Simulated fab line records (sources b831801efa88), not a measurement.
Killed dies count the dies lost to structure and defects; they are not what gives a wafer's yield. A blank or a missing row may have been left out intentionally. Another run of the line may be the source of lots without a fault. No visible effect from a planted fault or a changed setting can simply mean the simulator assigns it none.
Split-lot study | flow sfq_line | route with 325 steps; 5 lots, 23 wafers read

ON THE SPLIT
At SFQ_TRILAYER_L0_VIA_LITHO_COAT_018 (resist thk 62 nm), the setting spin_rpm was moved away from the recipe's 3000 rpm on 7 of the 23 wafers read, by -5.3% to +3.9%. For the rest of the wafers, this setting stayed at what the recipe calls for.

Reading taken at the split's own step.

THE READING
BARC_of_TRILAYER_L0_VIA_LITHO_COAT_018.thk_nm (the simulator's own value, which no gauge read), in nm, at SFQ_TRILAYER_L0_VIA_LITHO_COAT_018 (resist thk 62 nm). The file gives no usual value for it. Across the 16 wafers here that went through the recipe, the average is 62.04 nm and the standard deviation 0.17 nm.

wafer  | tool, chamber at the split | spin_rpm as run, rpm | against the recipe | BARC_of_TRILAYER_L0_VIA_LITHO_COAT_018.thk_nm, nm | against lot-mates on the recipe
L074.2 | litho_track-03, 0          | 3000                 | recipe             | 61.9                                              | -
L074.3 | litho_track-03, 0          | 3000                 | recipe             | 61.98                                             | -
L074.5 | litho_track-03, 0          | 3000                 | recipe             | 61.92                                             | -
L076.1 | litho_track-01, 0          | 3000                 | recipe             | 62.1                                              | -
L076.2 | litho_track-01, 0          | 2931                 | -2.3%              | 62.83                                             | +0.68
L076.3 | litho_track-01, 0          | 3000                 | recipe             | 62.14                                             | -
L076.4 | litho_track-01, 0          | 2931                 | -2.3%              | 62.93                                             | +0.78
L076.6 | litho_track-01, 0          | 3000                 | recipe             | 62.21                                             | -
L080.1 | litho_track-03, 0          | 3000                 | recipe             | 62.42                                             | -
L080.2 | litho_track-03, 0          | 3117                 | +3.9%              | 61.16                                             | -1.11
L080.3 | litho_track-03, 0          | 3000                 | recipe             | 62.27                                             | -
L080.4 | litho_track-03, 0          | 3000                 | recipe             | 62.11                                             | -
L080.5 | litho_track-03, 0          | 3117                 | +3.9%              | 61.09                                             | -1.18
L083.1 | litho_track-02, 0          | 3000                 | recipe             | 62.03                                             | -
L083.2 | litho_track-02, 0          | 3000                 | recipe             | 61.91                                             | -
L083.3 | litho_track-02, 0          | 3000                 | recipe             | 61.85                                             | -
L083.5 | litho_track-02, 0          | 3000                 | recipe             | 61.92                                             | -
L083.6 | litho_track-02, 0          | 3000                 | recipe             | 62.13                                             | -
L084.2 | litho_track-02, 0          | 2842                 | -5.3%              | 63.61                                             | +1.77
L084.3 | litho_track-02, 0          | 2842                 | -5.3%              | 63.7                                              | +1.86
L084.4 | litho_track-02, 0          | 3000                 | recipe             | 61.89                                             | -
L084.5 | litho_track-02, 0          | 3000                 | recipe             | 61.79                                             | -
L084.6 | litho_track-02, 0          | 2842                 | -5.3%              | 63.51                                             | +1.67

FIT RESULTS
A straight line over all 23 wafers: BARC_of_TRILAYER_L0_VIA_LITHO_COAT_018.thk_nm changes by -0.284 nm for each +1% of spin_rpm; r = -0.97; the points scatter about the line by 0.17 nm.
The same after taking each lot's own level away (the mean of its wafers on the recipe; 23 wafers): -0.322 nm for each +1%; r = -0.99; scatter 0.09 nm.
Per that fit: largest spin_rpm move, reading shift of 1.7 nm.
The lots' own levels span 61.840 to 62.267 nm, that is 2.6 times the standard deviation above.
So the lot-to-lot level changes the slope: the two fits differ.
Check: for one of the wafers moved furthest among these (-5.3%), held out of the fit, the line's prediction against its lot-mates is +1.69 nm. Against them it came out at +1.77 nm.

FURTHER SPLITS ON THESE WAFERS
These wafers also went through other splits before the reading. Each is held against what the fit with the lots' levels taken away leaves over:
other split on the same wafers             | wafers away from the commonest value | r with BARC_of_TRILAYER_L0_VIA_LITHO_COAT_018.thk_nm (lot level and that fit taken away)
SFQ_TRILAYER_INCOMING_OXIDATION_002 temp_c | 15                                   | -0.12

FILE'S OWN FIT
BARC_of_TRILAYER_L0_VIA_LITHO_COAT_018.thk_nm changes by -0.32 nm for each +1% of spin_rpm, r = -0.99.
